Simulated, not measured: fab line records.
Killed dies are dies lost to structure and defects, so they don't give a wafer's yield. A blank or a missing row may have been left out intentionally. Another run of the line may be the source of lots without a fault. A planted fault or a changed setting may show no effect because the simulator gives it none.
A lot that was struck, set against a sound lot -- flow sky130 -- 15 out of 708 route steps
Sound: the wafers L904.2, L904.3, L904.6. The struck wafers were L912.1, L912.2, L912.4. Last of all comes the cause.
Per side, at each step with rows, come the tool, then ch with its chambers, and then its first start. Under that, the readings that differ: sound wafers -- struck wafers -- difference of the means -- sigmas: that difference in standard deviations of wafers without a fault.
alike: a reading whose means differ by less than 2 such deviations, as well as words and numbers matching on both sides. not compared: withheld readings; readings where some wafer has no value; bounds like >300 that might hide an equal value; numbers whose values overlap and for which the record gives no deviation.
Wherever a step has rows on one side only, a row that says differs or no value, or a row with sigmas, the two part there. When numbers do not overlap yet have no deviation, they are printed without sigmas and do not part them. A reading that every wafer of one side lacks parts them only if that side has two wafers or more.

SKY_METAL1_THK_MEAS_06: measures by xrf.
  sound on filmMetro-02, day 32 22:18; struck on filmMetro-03, day 35 11:06
reading,sound,struck,difference,sigmas
METAL1_ALCU_THK (nm),255.0 255.3 254.6,247.9 248.5 247.0,-7.2,-3
then, 8 steps without rows for these wafers: SKY_METAL1_DEHYDRATE_07 (time 60 s); SKY_METAL1_HMDS_08 (prime time 60 s); SKY_METAL1_COAT_09 (resist thk 60 nm); SKY_METAL1_COAT_10 (resist thk 450 nm); SKY_METAL1_SOFTBAKE_11 (time 90 s); SKY_METAL1_EXPOSE_12 (exposes mask MM1, target cd 140 nm); SKY_METAL1_PEB_13; SKY_METAL1_DEVELOP_14 (develop time 60 s).
SKY_METAL1_CD_MEAS_15: target cd 140 nm.
  sound on cdSem-01, day 33 23:58; struck on cdSem-01, day 36 13:15
  alike: cdNm
SKY_METAL1_OVL_MEAS_16:
  sound on overlay-01, day 34 00:04; struck on overlay-01, day 36 13:22
  alike: METAL1_OVL
SKY_METAL1_DESCUM_17: chemistry O2, time 8 s.
  sound on rieMetal-01 ch 0,1, day 34 00:06; struck on rieMetal-03 ch 0,1, day 36 13:25
  alike: drypumpMotorCurrentA, oesProductAu
  not compared: rfHoursCounterH
SKY_METAL1_ETCH_18: etches BARC in N2/H2, stops on SiO2, time 45.9 s, target depth 60 nm.
  sound on rieMetal-01 ch 0,1, day 34 00:08; struck on rieMetal-03 ch 0,1, day 36 13:26
  alike: drypumpMotorCurrentA, h2FlowSccm, oesProductAu, throttleValvePct
  not compared: rfHoursCounterH, model.KrF-thick_of_METAL1_COAT_10.thkNm
SKY_METAL1_METAL_ETCH_19: etches the open film in Cl2/BCl3, stops on SiO2, target depth 360 nm, time 78 s.
  sound on rieMetal-01 ch 0,1, day 34 00:11; struck on rieMetal-03 ch 0,1, day 36 13:30
  alike: drypumpMotorCurrentA, oesProductAu, throttleValvePct
  not compared: rfHoursCounterH
next, for these wafers, 1 step has no rows: SKY_PAD_OPEN_PROBE_99.

## WHERE THEY PART
Within this record, at SKY_METAL1_THK_MEAS_06 only. Later steps at which nothing parts them and some readings are alike: SKY_METAL1_CD_MEAS_15, SKY_METAL1_OVL_MEAS_16, SKY_METAL1_DESCUM_17, SKY_METAL1_ETCH_18, SKY_METAL1_METAL_ETCH_19.

WHY: what the simulator had put in
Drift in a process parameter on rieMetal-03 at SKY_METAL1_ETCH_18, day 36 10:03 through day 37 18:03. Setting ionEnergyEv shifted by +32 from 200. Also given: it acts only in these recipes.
